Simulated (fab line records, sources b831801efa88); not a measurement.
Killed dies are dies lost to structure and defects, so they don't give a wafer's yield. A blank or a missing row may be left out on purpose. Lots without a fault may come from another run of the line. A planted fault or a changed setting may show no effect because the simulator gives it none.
Split-lot experiment | flow gf180mcu | 5 lots, 23 wafers read, on a route of 602 steps

THE SPLIT
At GF_PSD_IMPLANT_09, the setting energy_kev was moved away from the recipe's 40 on 6 of the 23 wafers read, by -3.1% to +6.2%. The other wafers ran this setting at the recipe's value.

FROM THE SPLIT TO THE READING: what the file shows between them, 4 steps
- GF_PSD_STRIP_10: strips in O2/N2
- GF_PSD_TW_MEAS_11
- GF_PSD_CLEAN_12: cleans in SC1/SC2, time 150 s
- GF_PSD_RTA_13: time 20 s

THE READING
PSD_RS, in ohm/sq, at GF_PSD_RS_MEAS_15 (measures by four-point-probe). Fault-free wafers of this fab line usually give 108.66 ohm/sq, standard deviation 0.28 ohm/sq.

wafer  | tool, chamber at the split | energy_kev as run | against the recipe | PSD_RS, ohm/sq | against lot-mates on the recipe
L074.1 | implanter-04, 0            | 40                | recipe             | 108.74         | -
L074.2 | implanter-04, 0            | 42.5              | +6.2%              | 105.36         | -3.42
L074.3 | implanter-04, 0            | 42.5              | +6.2%              | 105.39         | -3.39
L074.5 | implanter-04, 0            | 40                | recipe             | 108.81         | -
L074.6 | implanter-04, 0            | 42.5              | +6.2%              | 105.32         | -3.46
L075.2 | implanter-02, 0            | 40                | recipe             | 108.82         | -
L075.4 | implanter-02, 0            | 40                | recipe             | 108.75         | -
L075.5 | implanter-02, 0            | 40                | recipe             | 108.84         | -
L082.2 | implanter-03, 0            | 38.74             | -3.1%              | 110.67         | +1.67
L082.3 | implanter-03, 0            | 38.74             | -3.1%              | 110.60         | +1.59
L082.4 | implanter-03, 0            | 40                | recipe             | 108.97         | -
L082.5 | implanter-03, 0            | 40                | recipe             | 109.04         | -
L082.6 | implanter-03, 0            | 38.74             | -3.1%              | 110.70         | +1.70
L083.1 | implanter-02, 0            | 40                | recipe             | 108.93         | -
L083.2 | implanter-02, 0            | 40                | recipe             | 108.73         | -
L083.3 | implanter-02, 0            | 40                | recipe             | 108.72         | -
L083.4 | implanter-02, 0            | 40                | recipe             | 109.08         | -
L083.5 | implanter-02, 0            | 40                | recipe             | 108.89         | -
L085.1 | implanter-03, 0            | 40                | recipe             | 108.53         | -
L085.2 | implanter-03, 0            | 40                | recipe             | 108.64         | -
L085.3 | implanter-03, 0            | 40                | recipe             | 108.71         | -
L085.5 | implanter-03, 0            | 40                | recipe             | 108.54         | -
L085.6 | implanter-03, 0            | 40                | recipe             | 108.58         | -

THE FIT
A straight line over all 23 wafers: PSD_RS changes by -0.559 ohm/sq for each +1% of energy_kev; r = -0.99; the points scatter about the line by 0.15 ohm/sq.
The same after taking each lot's own level away (the mean of its wafers on the recipe; 23 wafers): -0.542 ohm/sq for each +1%; r = -1.00; scatter 0.081 ohm/sq.
On that fit, the largest move of energy_kev shifts the reading by 3.4 ohm/sq.
The lots' own levels span 108.600 to 109.005 ohm/sq, that is 1.4 times the standard deviation above.
So the lot-to-lot level changes the slope little: the two slopes agree.
Check: with one of the wafers moved furthest among these (+6.2%) left out of the fit, the line predicts -3.39 ohm/sq for it against its lot-mates. It came out at -3.42 ohm/sq against them.

THE WHOLE CHAIN: every reading that the file lists as answering this split, in the file's order
step              | what it does                 | reading                                                         | change (the file's fit)               | r (the file's)
GF_PSD_IMPLANT_09 |                              | implant.rp_nm (the simulator's own value, which no gauge read)  | +0.242 nm for each +1% of the setting | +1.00
GF_PSD_IMPLANT_09 |                              | implant.drp_nm (the simulator's own value, which no gauge read) | +0.11 nm for each +1% of the setting  | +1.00
GF_PSD_STRIP_10   | strips in O2/N2              | strip_time_to_endpoint_s                                        | withheld for each +1% of the setting  | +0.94
GF_PSD_TW_MEAS_11 |                              | PSD_TW                                                          | +11.5 for each +1% of the setting     | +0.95
GF_PSD_RS_MEAS_15 | measures by four-point-probe | PSD_RS                                                          | -0.542 for each +1% of the setting    | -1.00

THE FILE'S OWN FIT
PSD_RS changes by -0.542 ohm/sq for each +1% of energy_kev, r = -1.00.
